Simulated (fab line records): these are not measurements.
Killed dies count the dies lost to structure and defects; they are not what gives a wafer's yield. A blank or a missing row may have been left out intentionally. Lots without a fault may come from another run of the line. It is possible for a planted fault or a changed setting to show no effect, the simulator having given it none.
Matching of chambers | flow gf180mcu | pecvd-04 running GF_V5_CVD_02: 3 sister chambers
The step deposits SiO2 from TEOS, target thk 1450 nm, time 163.28 s. 3 wafers are shown with their chamber, then 7 later ones without.

## WAFERS WITH THEIR CHAMBER
wafer  | chamber | heater-power-w (W)
L159.6 | 2       | 592
L160.3 | 1       | 731
L160.5 | 0       | 722

## WAFERS WITH NO CHAMBER GIVEN
wafer  | heater-power-w (W)
L160.6 | 583
L163.3 | 755
L163.5 | 603
L163.6 | 593
L164.1 | 630
L164.4 | 507
L164.6 | 709

## CHAMBER TAKEN BY EACH
wafer  | from the rows above          | in truth
L160.6 | 2                            | 2
L163.3 | can't be placed: 1 or 0      | 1
L163.5 | 2                            | 2
L163.6 | 2                            | 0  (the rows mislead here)
L164.1 | can't be placed: 2 or 0 or 1 | 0
L164.4 | 2                            | 2
L164.6 | can't be placed: 0 or 1      | 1
Correctly placed: 3 of 7. These rows do not allow placing 3 (true chamber among the candidates in 3). Placed wrongly: 1.
How it was worked out, from the rows above alone: a wafer's distance from a chamber is the root of the sum, over the readings, of the square of ((its reading less the chamber's mean) divided by the reading's scatter). The wafer belongs to the nearest chamber; if the next one is less than 2 further off, it can't be placed. For every chamber, the mean is computed from those of its wafers that are shown. The scatter: root of mean squared gap, hidden wafer to nearest shown wafer, with one shown wafer a chamber.
